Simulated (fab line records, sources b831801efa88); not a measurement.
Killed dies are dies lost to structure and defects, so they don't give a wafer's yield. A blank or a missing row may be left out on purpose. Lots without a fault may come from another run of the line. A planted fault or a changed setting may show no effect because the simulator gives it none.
Chamber matching | flow sky130 | SKY_LI_CONTACT_CMP_02 on cmp-01: 4 sister chambers
The step polishes PSG. 4 wafers are shown with their chamber, then 8 later ones without.

WAFERS WITH THEIR CHAMBER
wafer  | chamber | time_to_endpoint_s (s)
L330.1 | 2       | 28
L332.3 | 1       | 32
L336.5 | 0       | 35
L337.2 | 3       | 36

WAFERS WITHOUT THEIR CHAMBER
wafer  | time_to_endpoint_s (s)
L337.4 | 35
L337.6 | 29
L349.3 | 32
L349.5 | 29
L349.6 | 36
L350.1 | 28
L350.3 | 30
L350.6 | 36

WHICH CHAMBER EACH WENT THROUGH
wafer  | from the rows above     | in truth
L337.4 | can't be placed: 0 or 3 | 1
L337.6 | 2                       | 2
L349.3 | 1                       | 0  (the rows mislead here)
L349.5 | 2                       | 2
L349.6 | can't be placed: 3 or 0 | 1
L350.1 | 2                       | 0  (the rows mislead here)
L350.3 | can't be placed: 1 or 2 | 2
L350.6 | can't be placed: 3 or 0 | 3
Placed correctly: 2 of 8. Can't be placed from these rows: 4 (the true chamber is among the candidates in 2). Placed wrongly: 2.
How it was worked out, from the rows above alone: a wafer's distance from a chamber is the root of the sum, over the readings, of the square of ((its reading less the chamber's mean) divided by the reading's scatter). The wafer belongs to the nearest chamber; if the next one is less than 2 further off, it can't be placed. A chamber's mean is the mean of its shown wafers. The scatter: with one shown wafer a chamber, the root of the mean of the squares of how far each hidden wafer lies from its nearest shown one.
